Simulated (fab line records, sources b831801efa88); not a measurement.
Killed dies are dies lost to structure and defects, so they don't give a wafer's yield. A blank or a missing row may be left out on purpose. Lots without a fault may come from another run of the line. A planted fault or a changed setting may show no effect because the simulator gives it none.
Tool commonality check | flow gf180mcu | 12 lots, 36 wafers sampled

WHY IT WAS OPENED
At GF_MVPSD_TW_MEAS_11 the reading MVPSD_TW is flagged on 2 of 12 lots. Wafers without a fault read 551, standard deviation 6.3.
Rule: a lot is flagged when every wafer of it that has a number lies more than 4 standard deviations from that mean, or none has a number. The other lots count as sound.

lot  | measured     | on            | MVPSD_TW, wafer by wafer | flag
L897 | day 5 00:50  | film_metro-01 | 547 545 544              |
L899 | day 5 12:02  | film_metro-01 | 544 547 544              |
L901 | day 5 23:58  | film_metro-04 | 557 558 554              |
L903 | day 6 10:11  | film_metro-03 | 556 556 555              |
L907 | day 7 13:08  | film_metro-03 | 601 606 601              | FLAGGED
L908 | day 7 18:20  | film_metro-01 | 589 589 588              | FLAGGED
L911 | day 8 15:01  | film_metro-03 | 559 555 555              |
L915 | day 9 14:34  | film_metro-04 | 560 558 557              |
L916 | day 9 19:42  | film_metro-01 | 542 547 543              |
L918 | day 10 04:50 | film_metro-04 | 557 558 558              |
L919 | day 10 13:11 | film_metro-03 | 554 553 554              |
L920 | day 10 18:20 | film_metro-01 | 545 550 546              |
The numbers of the flagged lots are 596 on average: +45 against the usual, or +7 standard deviations.

WHICH TOOL RAN EACH LOT
The record holds 2 process steps before the reading, out of a route of 602 steps. In each cell: the tool, then ch and the chambers that the sampled wafers went through, then the start.
lot  | flag    | GF_STI_STRIP_15                     | GF_MVPSD_IMPLANT_08
L897 |         | plasma_asher-03 ch 0,1, day 2 01:47 | implanter-04 ch 0, day 5 00:26
L899 |         | plasma_asher-02 ch 0,1, day 2 13:05 | implanter-03 ch 0, day 5 11:38
L901 |         | plasma_asher-01 ch 0,1, day 2 22:37 | implanter-03 ch 0, day 5 23:35
L903 |         | plasma_asher-02 ch 0,1, day 3 08:53 | implanter-02 ch 0, day 6 09:47
L907 | FLAGGED | plasma_asher-03 ch 0,1, day 4 04:59 | implanter-03 ch 0, day 7 12:44
L908 | FLAGGED | plasma_asher-03 ch 0,1, day 4 10:14 | implanter-03 ch 0, day 7 17:56
L911 |         | plasma_asher-03 ch 0,1, day 5 01:16 | implanter-04 ch 0, day 8 14:38
L915 |         | plasma_asher-01 ch 0,1, day 5 23:28 | implanter-04 ch 0, day 9 14:13
L916 |         | plasma_asher-01 ch 0, day 6 04:52   | implanter-02 ch 0, day 9 19:19
L918 |         | plasma_asher-03 ch 0,1, day 6 14:13 | implanter-04 ch 0, day 10 04:26
L919 |         | plasma_asher-02 ch 0,1, day 6 18:52 | implanter-02 ch 0, day 10 12:49
L920 |         | plasma_asher-03 ch 0,1, day 7 00:02 | implanter-02 ch 0, day 10 17:56
What these steps do:
- GF_STI_STRIP_15: strips in O2/N2.
- GF_MVPSD_IMPLANT_08
- GF_MVPSD_TW_MEAS_11

FLAGGED OVER TOTAL, TOOL BY TOOL (the gauges that took the reading come last)
step                | tool            | lots run | flagged | share of the flagged lots | sound lots run after its first flagged lot
GF_STI_STRIP_15     | plasma_asher-01 | 3        | 0       | none                      | -
GF_STI_STRIP_15     | plasma_asher-02 | 3        | 0       | none                      | -
GF_STI_STRIP_15     | plasma_asher-03 | 6        | 2       | all                       | 3 (L911,L918,L920)
GF_MVPSD_IMPLANT_08 | implanter-02    | 4        | 0       | none                      | -
GF_MVPSD_IMPLANT_08 | implanter-03    | 4        | 2       | all                       | 0
GF_MVPSD_IMPLANT_08 | implanter-04    | 4        | 0       | none                      | -
GF_MVPSD_TW_MEAS_11 | film_metro-01   | 5        | 1       | some                      | 2 (L916,L920)
GF_MVPSD_TW_MEAS_11 | film_metro-03   | 4        | 1       | some                      | 2 (L911,L919)
GF_MVPSD_TW_MEAS_11 | film_metro-04   | 3        | 0       | none                      | -

WHAT THE TABLE ALLOWS
2 rows of the table ran every flagged lot: plasma_asher-03 at GF_STI_STRIP_15, implanter-03 at GF_MVPSD_IMPLANT_08.
- plasma_asher-03 at GF_STI_STRIP_15: 2 of its 6 lots flagged. Sound lots ran on it after the first flagged one (L911, L918, L920), which a lasting fault on the whole tool wouldn't allow.
- implanter-03 at GF_MVPSD_IMPLANT_08: 2 of its 4 lots flagged. Its last sound lot is L901 (day 5 23:35), its first flagged lot L907 (day 7 12:44): a fault that began between those two fits. Its own readings lie more than 4 standard deviations out on every wafer of the flagged lots: tilt_deg.
One tool is left: implanter-03 at GF_MVPSD_IMPLANT_08.

WHAT THE SIMULATOR HAD PUT IN
Process parameter drift: implanter-03, from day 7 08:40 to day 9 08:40, at GF_MVPSD_IMPLANT_08. Setting tilt_deg, moved by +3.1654, from 0. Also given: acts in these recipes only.
Lots struck among those shown: L907, L908. The rule above found the same.
